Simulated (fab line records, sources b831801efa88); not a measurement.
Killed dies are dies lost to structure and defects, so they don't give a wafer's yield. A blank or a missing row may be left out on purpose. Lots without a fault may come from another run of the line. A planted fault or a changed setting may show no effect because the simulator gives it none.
A struck lot beside a sound one | flow gf180mcu | 15 steps out of a route of 602
Sound: wafers L841.3, L841.5, L841.6. Struck: wafers L852.2, L852.4, L852.5. The cause comes at the end.
At each step with rows: each side's tool, then ch and its chambers, then its first start. Under that, the readings that differ: sound wafers | struck wafers | difference of the means | sigmas: that difference in standard deviations of wafers without a fault.
alike: readings whose means differ by less than 2 such deviations, and words and numbers that are the same on both sides. not compared: withheld readings, readings that some wafer has no value for, bounds like >300 that may hide the same value, and numbers for which the record gives no deviation and whose values overlap.
The two part at a step that has a row with sigmas, a row that says differs or no value, or rows on one side only. Numbers that don't overlap but have no deviation are shown without sigmas and don't part them. A reading that every wafer of one side lacks parts them only if that side has two wafers or more.

GF_V1_OVL_MEAS_15:
  sound on overlay-01, day 20 00:23; struck on overlay-02, day 23 16:41
  alike: V1_OVL
GF_V1_ETCH_16: etches BARC in N2/H2.
  sound on rie_diel-01 ch 0,3, day 20 00:25; struck on rie_diel-02 ch 0,1, day 23 16:43
  alike: drypump_motor_current_A, oes_product_au, throttle_valve_pct
GF_V1_ETCH_17: etches SiO2 in C4F8/O2/Ar, stops on TiN, target depth 630 nm.
  sound on rie_diel-01 ch 0,3; struck on rie_diel-02 ch 0,1
  alike: oes_product_au
then, 4 steps without rows for these wafers: GF_V1_STRIP_18 (strips in O2/N2); GF_V1_STRIP_19 (strips in post etch residue remover, time 1200 s); GF_V1_CLEAN_20 (cleans in DIW); GF_V1_SPUTTER_21 (material Ti, target thk 15 nm, time 80.02 s).
GF_V1_SPUTTER_22: material TiN, target thk 10 nm, time 40 s.
  sound on pvd_sputter-01, day 20 01:08; struck on pvd_sputter-04, day 23 17:28
  alike: chamber_pressure_pa, throttle_valve_pct
then, 1 step without rows for these wafers: GF_V1_CVD_23 (deposits W, target thk 350 nm, time 105.05 s).
GF_V1_RS_MEAS_24: measures by four-point-probe.
  sound on film_metro-04, day 20 01:26; struck on film_metro-02, day 23 17:38
  alike: V1_W_RS
GF_V1_THK_MEAS_25: measures by xrf.
  sound on film_metro-04, day 20 01:32; struck on film_metro-02, day 23 17:45
  alike: V1_W_THK
GF_V1_CMP_26: polishes, stops on SiO2, t overpolish 15 s, target thk 0 nm.
  sound on cmp-01 ch 0,2,3, day 20 01:41; struck on cmp-01 ch 1,2, day 23 17:51
  alike: motor_current_A, overpolish_run_s, platen_rpm, time_to_endpoint_s
GF_M2_SPUTTER_00: material Ti, target thk 37.5 nm, time 150 s.
  sound on pvd_sputter-03, day 20 01:53; struck on pvd_sputter-02, day 23 18:06
  reading                               | sound             | struck            | difference | sigmas
  chamber_pressure_pa (Pa)              | 1.997 2.002 1.999 | 1.423 1.422 1.420 | -0.578     | -99 or more
  throttle_valve_pct (%)                | 30.8 30.6 30.2    | 38.1 35.6 36.1    | +6.1       | +6
  model.Ti_of_M2_SPUTTER_00.thk_nm (nm) | 37.95 38.02 38.27 | 44.67 45.13 45.48 | +7.01      |
GF_M2_SPUTTER_01: material TiN, target thk 30 nm, time 25 s.
  sound on pvd_sputter-03, day 20 01:59; struck on pvd_sputter-02, day 23 18:12
  alike: chamber_pressure_pa, throttle_valve_pct
then, 1 step without rows for these wafers: GF_PASSIVATION_PROBE_99.

WHERE THEY PART
Only at GF_M2_SPUTTER_00, within this record. Later steps at which nothing parts them and some readings are alike: GF_M2_SPUTTER_01.

WHY: what the simulator had put in
Process parameter drift: pvd_sputter-02, from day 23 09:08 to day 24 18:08, at GF_M2_SPUTTER_00. Setting chamber_pressure_pa, moved by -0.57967, from 2. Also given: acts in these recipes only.
